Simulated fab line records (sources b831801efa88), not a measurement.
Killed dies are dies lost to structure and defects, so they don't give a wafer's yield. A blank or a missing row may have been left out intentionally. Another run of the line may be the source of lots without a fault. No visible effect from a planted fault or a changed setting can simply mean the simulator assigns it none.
Comparing a struck lot with a sound one -- flow sky130 -- 15 out of 708 route steps
Sound: the wafers L423.2, L423.4, L423.6. Wafers L429.2, L429.4, L429.6 were the ones struck. The cause is given at the end.
At each step with rows: each side's tool, then ch and its chambers, then its first start. Under that, the readings that differ: sound wafers -- struck wafers -- difference of the means -- sigmas: that difference in standard deviations of wafers without a fault.
alike: readings with means less than 2 such deviations apart, plus words and numbers identical on both sides. not compared: withheld readings, readings lacking a value on some wafer, bounds such as >300 that could conceal the same value, and numbers that have no deviation in the record and whose values overlap.
The two part at a step that has a row with sigmas, a row that says differs or no value, or rows on one side only. Numbers that have no deviation but don't overlap get no sigmas and don't part them. A reading missing from all wafers of one side parts the sides only when that side holds two or more wafers.

first, 3 steps without rows for these wafers: SKY_VIA3_EXPOSE_09 (exposes mask VIM3, target cd 200 nm); SKY_VIA3_PEB_10; SKY_VIA3_DEVELOP_11 (develop time 60 s).
SKY_VIA3_CD_MEAS_12 targets a cd of 200 nm.
  sound on cdSem-02 at day 42 07:04; struck on cdSem-02 at day 43 10:55
  alike: cdNm
SKY_VIA3_OVL_MEAS_13:
  sound on overlay-01 at day 42 07:10; struck on overlay-02 at day 43 11:01
  alike: VIA3_OVL
SKY_VIA3_ETCH_14: etches BARC in N2/H2, stops on SiO2, time 45.9 s, target depth 60 nm.
  sound on rieDiel-03 ch 0,2, day 42 07:12; struck on rieDiel-01 ch 0,1, day 43 11:03
  alike: drypumpMotorCurrentA, oesProductAu, throttleValvePct
  not compared: rfHoursCounterH
SKY_VIA3_ETCH_15: etches SiO2 in C4F8/O2/Ar, stops on TiN, target depth 507 nm, time 78 s.
  sound on rieDiel-03 ch 0,2, day 42 07:14; struck on rieDiel-01 ch 0,1, day 43 11:05
  alike: oesProductAu
  not compared: rfHoursCounterH
SKY_VIA3_STRIP_16: strips in O2/N2.
  sound on plasmaAsher-03 ch 0, day 42 07:18; struck on plasmaAsher-04 ch 0,1, day 43 11:09
  alike: drypumpMotorCurrentA, oesProductAu, stripTimeToEndpointS
  not compared: rfHoursCounterH
then, 3 steps without rows for these wafers: SKY_VIA3_STRIP_17 (strips in post etch residue remover, time 1200 s); SKY_VIA3_CLEAN_18 (cleans in IPA, time 180 s); SKY_VIA3_CLEAN_19 (cleans in O3/DIW).
SKY_VIA3_SPUTTER_20: material TiN, target thk 20 nm, time 80 s.
  sound on pvdSputter-02 at day 42 07:53; struck on pvdSputter-01 at day 43 12:01
  alike: cathodeDcPowerW, chamberPressurePa, throttleValvePct
SKY_VIA3_CVD_21: deposits W, target thk 390 nm, time 117.31 s.
  sound on cvdW-01 ch 0,1, day 42 07:57; struck on cvdW-02 ch 0,1, day 43 12:04
  no value came back on the struck wafers for chamberPressureTorr (Torr), heaterPowerOuterW (W), heaterPowerW (W); on the sound wafers chamberPressureTorr (Torr) reads 40.01 40.05 40.11
SKY_VIA3_RS_MEAS_22: measurement is done with a four-point probe.
  sound on filmMetro-04 at day 42 08:05; struck on filmMetro-01 at day 43 12:31
reading,sound,struck,difference,sigmas
VIA3_W_RS (ohm/sq),0.3006 0.2964 0.2952,58.803 57.590 57.962,+57.821,+99 or more
  not compared: hold
SKY_PAD_OPEN_PROBE_99:
  sound wafers here have rows in the record (prober-01, day 48 00:16); struck ones have none

== WHERE THEY PART ==
First at SKY_VIA3_CVD_21; last, within this record, at SKY_PAD_OPEN_PROBE_99.

WHY: whatever the simulator had introduced
Whole step skipped at SKY_VIA3_CVD_21 on cvdW-02, starting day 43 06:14. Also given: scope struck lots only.
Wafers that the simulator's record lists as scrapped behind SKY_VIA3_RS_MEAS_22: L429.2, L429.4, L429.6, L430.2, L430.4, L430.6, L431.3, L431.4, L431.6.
